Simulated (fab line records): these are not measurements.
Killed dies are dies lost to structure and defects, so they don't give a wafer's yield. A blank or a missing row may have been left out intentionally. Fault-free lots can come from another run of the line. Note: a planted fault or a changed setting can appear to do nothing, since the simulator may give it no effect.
Which tool is to blame? + flow gf180mcu + 21 wafers from 7 lots sampled at 2 of the route's 602 steps

WHAT THE GAUGES SHOWED, per wafer
GF_CONTACT_CD_MEAS_14: the cd target is 220 nm.
| lot  | measured     | on        | cd_nm (nm)        |
|------|--------------|-----------|-------------------|
| L635 | day 16 08:59 | cd_sem-01 | 220.2 221.0 220.6 |
| L637 | day 17 03:01 | cd_sem-02 | 221.0 220.3 218.5 |
| L640 | day 18 05:12 | cd_sem-01 | 222.1 221.3 221.7 |
| L644 | day 19 22:58 | cd_sem-01 | 221.8 223.8 222.1 |
| L647 | day 20 17:47 | cd_sem-02 | 220.9 219.1 219.4 |
| L650 | day 22 10:09 | cd_sem-02 | 218.0 219.2 219.1 |
| L657 | day 24 18:21 | cd_sem-02 | 220.4 220.0 219.8 |

EACH LOT AND THE TOOL THAT RAN IT (in order: tool; ch and the chambers of the sampled wafers; start)
| lot  | GF_LVPWELL_EXPOSE_04               |
|------|------------------------------------|
| L635 | iline_stepper-01 ch 0, day 3 20:33 |
| L637 | iline_stepper-01 ch 0, day 4 08:05 |
| L640 | iline_stepper-01 ch 0, day 4 23:17 |
| L644 | iline_stepper-02 ch 0, day 5 16:04 |
| L647 | iline_stepper-01 ch 0, day 6 06:41 |
| L650 | iline_stepper-01 ch 0, day 7 10:23 |
| L657 | iline_stepper-02 ch 0, day 9 00:02 |
- GF_LVPWELL_EXPOSE_04: exposes mask LVPWELL, target cd 600 nm.

THE ANSWER, worked out from the rows above alone
Rule: what is usual is taken from the lots themselves. The widest of any qualifying gaps counts: lots, ordered by their means at a reading, are off when they make up no more than a third of the lots, leave a main group of 4 or more, and stand apart from it by 3 or more times the standard deviation of that group's means. If all means in a main group match to the digits the tables above print for the reading, that group is not used. Also off: a lot with no number at a reading for which 4 or more lots have one. The other lots that the step has rows for count as sound.
Across all readings shown, no lot is off: no conclusion can be drawn from this.

WHAT WAS PUT IN BY THE SIMULATOR
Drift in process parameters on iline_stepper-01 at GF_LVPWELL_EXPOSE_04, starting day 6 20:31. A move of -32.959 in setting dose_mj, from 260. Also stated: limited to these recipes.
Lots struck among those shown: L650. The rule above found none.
